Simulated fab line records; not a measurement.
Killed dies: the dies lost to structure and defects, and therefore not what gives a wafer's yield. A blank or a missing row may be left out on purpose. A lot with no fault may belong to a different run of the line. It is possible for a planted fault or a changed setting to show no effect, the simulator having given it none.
Matching of chambers / flow gf180mcu / GF_STI_CMP_25 on cmp-02 has 4 sister chambers
The step polishes, stops on Si3N4, t overpolish 33 s, target thk 524.6 nm. 20 wafers are shown with their chamber, then 10 later ones without.

EACH WAFER AND ITS CHAMBER
wafer=L074.4; chamber=0; motor current A (A)=14.2; time to endpoint s (s)=132; overpolish run s (s)=32.990
wafer=L074.5; chamber=0; motor current A (A)=14.5; time to endpoint s (s)=132; overpolish run s (s)=33.001
wafer=L074.6; chamber=1; motor current A (A)=12.9; time to endpoint s (s)=124; overpolish run s (s)=32.995
wafer=L076.2; chamber=2; motor current A (A)=11.7; time to endpoint s (s)=126; overpolish run s (s)=33.003
wafer=L076.3; chamber=1; motor current A (A)=13.2; time to endpoint s (s)=119; overpolish run s (s)=33.000
wafer=L076.6; chamber=0; motor current A (A)=14.9; time to endpoint s (s)=134; overpolish run s (s)=32.999
wafer=L078.4; chamber=3; motor current A (A)=14.4; time to endpoint s (s)=120; overpolish run s (s)=33.015
wafer=L078.5; chamber=3; motor current A (A)=14.2; time to endpoint s (s)=120; overpolish run s (s)=33.001
wafer=L078.6; chamber=2; motor current A (A)=11.8; time to endpoint s (s)=122; overpolish run s (s)=32.988
wafer=L079.2; chamber=1; motor current A (A)=12.8; time to endpoint s (s)=124; overpolish run s (s)=32.979
wafer=L079.3; chamber=2; motor current A (A)=11.9; time to endpoint s (s)=129; overpolish run s (s)=32.993
wafer=L079.4; chamber=0; motor current A (A)=14.1; time to endpoint s (s)=139; overpolish run s (s)=32.991
wafer=L086.2; chamber=3; motor current A (A)=13.7; time to endpoint s (s)=118; overpolish run s (s)=33.019
wafer=L086.5; chamber=0; motor current A (A)=14.7; time to endpoint s (s)=139; overpolish run s (s)=32.998
wafer=L086.6; chamber=1; motor current A (A)=12.7; time to endpoint s (s)=120; overpolish run s (s)=33.003
wafer=L088.1; chamber=2; motor current A (A)=12.3; time to endpoint s (s)=127; overpolish run s (s)=33.001
wafer=L088.4; chamber=3; motor current A (A)=13.6; time to endpoint s (s)=116; overpolish run s (s)=32.989
wafer=L088.6; chamber=3; motor current A (A)=13.3; time to endpoint s (s)=119; overpolish run s (s)=32.994
wafer=L089.2; chamber=3; motor current A (A)=13.9; time to endpoint s (s)=118; overpolish run s (s)=32.994
wafer=L089.3; chamber=2; motor current A (A)=12.2; time to endpoint s (s)=133; overpolish run s (s)=32.989

SIGNATURES (means of the wafers above)
reading=motor current A; chamber 0=14.480; chamber 1=12.900; chamber 2=11.980; chamber 3=13.850; scatter within a chamber=0.323
reading=time to endpoint s; chamber 0=135.20; chamber 1=121.75; chamber 2=127.40; chamber 3=118.50; scatter within a chamber=3.04
reading=overpolish run s; chamber 0=32.99580; chamber 1=32.99425; chamber 2=32.99480; chamber 3=33.00200; scatter within a chamber=0.00931
Rule: for each reading, subtract the chamber's mean from the wafer's reading, divide by that reading's scatter and square the result; add these up over the readings and take the root, which gives the wafer's distance from the chamber. If the next closest chamber is less than 2 further off than the closest, the wafer can't be placed; otherwise it belongs to the closest. The scatter: take each reading less its chamber's mean, square it, sum over the shown wafers, divide by the number of wafers less the number of chambers, and take the root.

WAFERS WITH NO CHAMBER GIVEN
wafer=L089.4; motor current A (A)=13.1; time to endpoint s (s)=122; overpolish run s (s)=33.007
wafer=L090.1; motor current A (A)=14.7; time to endpoint s (s)=130; overpolish run s (s)=32.984
wafer=L090.2; motor current A (A)=12.1; time to endpoint s (s)=122; overpolish run s (s)=33.002
wafer=L090.5; motor current A (A)=14.4; time to endpoint s (s)=112; overpolish run s (s)=32.993
wafer=L093.1; motor current A (A)=15.1; time to endpoint s (s)=122; overpolish run s (s)=33.002
wafer=L093.2; motor current A (A)=14.8; time to endpoint s (s)=135; overpolish run s (s)=32.985
wafer=L093.4; motor current A (A)=12.7; time to endpoint s (s)=123; overpolish run s (s)=32.986
wafer=L095.1; motor current A (A)=14.2; time to endpoint s (s)=132; overpolish run s (s)=33.001
wafer=L095.3; motor current A (A)=14.2; time to endpoint s (s)=118; overpolish run s (s)=32.998
wafer=L095.5; motor current A (A)=14.5; time to endpoint s (s)=115; overpolish run s (s)=33.001

WHICH CHAMBER EACH ONE RAN IN
wafer=L089.4; from the rows above=can't be placed: 1 or 3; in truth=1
wafer=L090.1; from the rows above=0; in truth=0
wafer=L090.2; from the rows above=can't be placed: 2 or 1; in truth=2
wafer=L090.5; from the rows above=3; in truth=3
wafer=L093.1; from the rows above=can't be placed: 3 or 0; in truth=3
wafer=L093.2; from the rows above=0; in truth=0
wafer=L093.4; from the rows above=can't be placed: 1 or 2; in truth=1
wafer=L095.1; from the rows above=0; in truth=0
wafer=L095.3; from the rows above=3; in truth=3
wafer=L095.5; from the rows above=3; in truth=3
Correctly placed: 6 of 10. From these rows, 4 cannot be placed; in 4 the true chamber is one of the candidates. Wrongly placed: 0.
